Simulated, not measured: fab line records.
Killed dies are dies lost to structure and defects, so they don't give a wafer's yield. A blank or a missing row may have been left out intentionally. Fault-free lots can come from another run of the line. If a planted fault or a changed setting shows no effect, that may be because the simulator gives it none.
Code-filled problem report in 8D (eight disciplines) form    flow sky130    the parts of the form that need people (team, actions taken, sign-off) are left out

== 1. THE PROBLEM ==
Mean VIA2_W_RS at SKY_VIA2_RS_MEAS_22: 0.3792 ohm/sq over 3 wafers in 2 lots; fault-free wafers: 0.2756 ohm/sq, standard deviation 0.0025. That puts it +41 standard deviations away from the usual mean.
The step: measures by four-point-probe.
First observed at day 39 19:10: wafer L487.3, on film_metro-03. Wafers with a number at this step in the record: 33, from 11 lots. Rule for "out", or "out of limits": more than 4 standard deviations from the usual mean. Any other wafer with a number is counted as sound.

== 2. WHAT IT IS, AND WHAT IT ISN'T ==
question                     is                            is not
which readings at this step  VIA2_W_RS                     -
which lots                   L487, L491                    L476, L477, L478, L479, L480, L490, L492, L495, L499
which wafers of those lots   L487.3, L491.2, L491.3        L487.1, L487.4, L491.6
read on which gauges         film_metro-02, film_metro-03  -
when                         from day 39 19:10             up to then (17 sound wafers); but 13 sound wafers of L490, L491, L492, L495, L499 came after

== 3. SUSPECTS, AND WHAT RULES EACH OUT ==
Counting: a tool at a process step up to the reading stays a suspect if it ran every lot that is out. Sound lots after the first of them don't rule it out here, since some wafers of a struck lot are sound.
- the gauge at SKY_VIA2_RS_MEAS_22 is ruled out. The wafers that are out were read on 2 gauges (film_metro-02, film_metro-03).
- pvd_sputter-01 at SKY_METAL2_SPUTTER_04 (material TiN, target thk 70 nm, time 58.3 s): kept. It ran every lot that is out, first L487 (day 37 12:58); its last sound lot up to then is L479 (day 35 12:30).
- cvd_w-01 at SKY_VIA2_CVD_21 (deposits W, target thk 420 nm, time 126.4 s): kept. It ran every lot that is out, first L487 (day 39 19:02); its last sound lot up to then is L480 (day 37 17:29).
- Within cvd_w-01 at SKY_VIA2_CVD_21: the wafers that are out ran in chamber 0; their sound lot-mates ran in chamber 1.
Left after counting: pvd_sputter-01 at SKY_METAL2_SPUTTER_04, cvd_w-01 at SKY_VIA2_CVD_21.

== 4. THE CAUSE (what the simulator had put in) ==
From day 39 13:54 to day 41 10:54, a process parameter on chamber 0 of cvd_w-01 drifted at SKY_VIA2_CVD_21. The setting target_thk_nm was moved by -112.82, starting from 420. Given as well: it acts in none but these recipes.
2 suspects survive the count, and this tool is in that group.

== 5. THE CHAIN OF EFFECTS, in route order ==
Rows list readings where the struck wafers' mean (over those with a number) sits beyond 3 standard deviations from the usual. Scope: only readings with a usual standard deviation given in the record; hours: median across lots of the time from each lot's start at the first step in this table that gives one to its start at this step; sigmas: change in usual standard deviations.
hours  step                  reading             usual          on struck wafers  change   sigmas
0      SKY_VIA2_RS_MEAS_22   VIA2_W_RS           0.2756 ohm/sq  0.3792            +0.1036  +41
0      SKY_VIA2_THK_MEAS_23  VIA2_W_THK          431 nm         311               -120     -29
0      SKY_VIA2_CMP_24       time_to_endpoint_s  100 s          71                -29      -8.7
Here are the process steps it includes:
- SKY_VIA2_CMP_24: polishes, stops on SiO2, t overpolish 20 s, target thk 0 nm.
Later steps that measure or inspect, where all struck wafers having a row at the step show a number for every such reading and not one has moved that far: SKY_CAPM_OVL_MEAS_12.

== 6. HOW IT WOULD HAVE BEEN CAUGHT EARLIER ==
The first out-of-limits reading at a measuring or inspecting step in this record came at day 39 19:10, 5 hours after the fault's start at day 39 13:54.
An alarm limit of 4 standard deviations would not have fired on the tool readings at SKY_VIA2_CVD_21 for which the record gives a usual standard deviation, since none of them was out on any struck wafer.
Of the lots that are out (2), L491 began SKY_VIA2_CVD_21 on cvd_w-01 after day 39 19:10. Had the tool been put on hold then, it would have been spared.
